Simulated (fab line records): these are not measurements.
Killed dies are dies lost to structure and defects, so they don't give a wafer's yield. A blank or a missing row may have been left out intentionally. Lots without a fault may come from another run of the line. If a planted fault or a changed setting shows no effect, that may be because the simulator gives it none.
Struck lot and sound lot, side by side | flow sky130 | 35 steps out of a route of 708
Sound: these wafers, L167.1, L167.4, L167.5. The struck wafers were L178.4, L178.5, L178.6. At the end, the cause is stated.
Per side, at each step with rows, come the tool, then ch with its chambers, and then its first start. Under that, the readings that differ: sound wafers | struck wafers | difference of the means | sigmas: that difference in standard deviations of wafers without a fault.
alike: a reading whose means differ by less than 2 such deviations, as well as words and numbers matching on both sides. not compared: withheld readings; readings where some wafer has no value; bounds like >300 that might hide an equal value; numbers whose values overlap and for which the record gives no deviation.
The two part at a step that has a row with sigmas, a row that says differs or no value, or rows on one side only. Non-overlapping numbers with no deviation appear without sigmas and do not part them. A reading missing from all wafers of one side parts the sides only when that side holds two or more wafers.

first, 10 steps without rows for these wafers: SKY_METAL4_SOFTBAKE_09 (time 90 s); SKY_METAL4_EXPOSE_10 (exposes mask MM4, target cd 300 nm); SKY_METAL4_PEB_11; SKY_METAL4_DEVELOP_12 (develop time 60 s); SKY_METAL4_DESCUM_15 (chemistry O2, time 8 s); SKY_METAL4_ETCH_16 (etches BARC in N2/H2, stops on SiO2, time 88.2 s, target depth 60 nm); SKY_METAL4_ETCH_17 (etches SiO2 in C4F8/O2/Ar, stops on TiN, time 3.9 s, target depth 15 nm); SKY_METAL4_METAL_ETCH_18 (etches the open film in Cl2/BCl3, stops on SiO2, target depth 845 nm, time 183.1 s); SKY_METAL4_STRIP_19 (strips in O2/N2); SKY_METAL4_STRIP_20 (strips in post etch residue remover, time 1200 s).
SKY_METAL4_CLEAN_21: cleans in IPA, time 180 s.
  sound on wet bench-03 ch 1, day 43 22:56; struck on wet bench-03 ch 3, day 45 18:53
then, 23 steps without rows for these wafers: SKY_METAL4_CLEAN_22 (cleans in O3/DIW); SKY_VIA4_HDPCVD_00 (deposits SiO2, target thk 1750 nm, time 291.7 s); SKY_VIA4_CMP_02 (polishes SiO2); SKY_VIA4_DEHYDRATE_04 (time 60 s); SKY_VIA4_HMDS_05 (prime time 60 s); SKY_VIA4_COAT_06 (resist thk 1140 nm); SKY_VIA4_SOFTBAKE_07 (time 60 s); SKY_VIA4_EXPOSE_08 (exposes mask VIM4, target cd 800 nm); SKY_VIA4_PEB_09; SKY_VIA4_DEVELOP_10 (develop time 60 s); SKY_VIA4_ETCH_12 (etches SiO2 in C4F8/O2/Ar, stops on TiN, target depth 580 nm); SKY_VIA4_STRIP_13 (strips in O2/N2); SKY_VIA4_STRIP_14 (strips in post etch residue remover, time 1200 s); SKY_VIA4_CLEAN_15 (cleans in IPA, time 180 s); SKY_VIA4_CLEAN_16 (cleans in O3/DIW); SKY_VIA4_SPUTTER_17 (material TiN, target thk 20 nm, time 80 s); SKY_VIA4_CVD_18 (deposits W, target thk 505 nm, time 152.14 s); SKY_VIA4_CMP_21 (polishes, stops on SiO2, t overpolish 25 s, target thk 0 nm); SKY_METAL5_SPUTTER_00 (material Ti, target thk 15 nm, time 10 s); SKY_METAL5_SPUTTER_01 (material TiN, target thk 20 nm, time 16.7 s); SKY_METAL5_SPUTTER_02 (material AlCu, target thk 1150 nm, time 61.2 s); SKY_METAL5_SPUTTER_03 (material Ti, target thk 5 nm, time 3.3 s); SKY_METAL5_SPUTTER_04 (material TiN, target thk 70 nm, time 58.3 s).
-- the record jumps here: 3 days lie between the struck wafers' starts before and after (it left off in module METAL5 and takes up again in module PAD_OPEN, whose first step shown is number 708 of the route) --
SKY_PAD_OPEN_PROBE_99:
  sound on prober-02 at day 47 16:28; struck on prober-02 at day 49 05:52
  reading                               | sound               | struck                                                                     | difference                   | sigmas
  hold                                  | - - -               | await dispo/4.7h/release await dispo/4.7h/release await dispo/4.7h/release | no value on the sound wafers |
  defect limited yield (%)              | 82.7 81.5 85.0      | 77.8 73.0 79.9                                                             | -6.2                         | -3
  killed_at_M4_up                       | 2 0 1               | 41 43 40                                                                   | +40                          | +22
  killed dies                           | 85 91 74            | 109 133 99                                                                 | +30                          | +3
  killed on rim                         | 17 17 13            | 29 29 22                                                                   | +11                          | +3
  sort_bin_3_pad_short (%)              | 0.2 1.0 0.4         | 3.0 4.1 3.5                                                                | +3.0                         | +7
  sort_bin_5_function (%)               | 10.8 12.0 9.8       | 14.0 15.4 12.0                                                             | +2.9                         | +2
  sort n pass                           | 407 401 418         | 383 359 393                                                                | -30                          | -3
  sort yield pct (%)                    | 82.7 81.5 85.0      | 77.8 73.0 79.9                                                             | -6.2                         | -3
  model.etest.tester.sort n pass        | 407 401 418         | 383 359 393                                                                | -30                          |
  model.etest.tester.sort yield pct (%) | 82.72 81.5 84.96    | 77.85 72.97 79.88                                                          | -6.16                        |
  model.etest.tester.sort_bin_3_pct (%) | 0.2033 1.016 0.4065 | 3.049 4.065 3.455                                                          | +2.981                       |
  alike: killed_at_M0_to_M3, killed at contacts, killed at front end, killed at other, killed open, killed short, sort_bin_6_memory
  not compared: model.etest.tester.sort_bin_5_pct

WHERE THEY PART
Only at SKY_PAD_OPEN_PROBE_99, within this record.

WHY: what had been put in by the simulator
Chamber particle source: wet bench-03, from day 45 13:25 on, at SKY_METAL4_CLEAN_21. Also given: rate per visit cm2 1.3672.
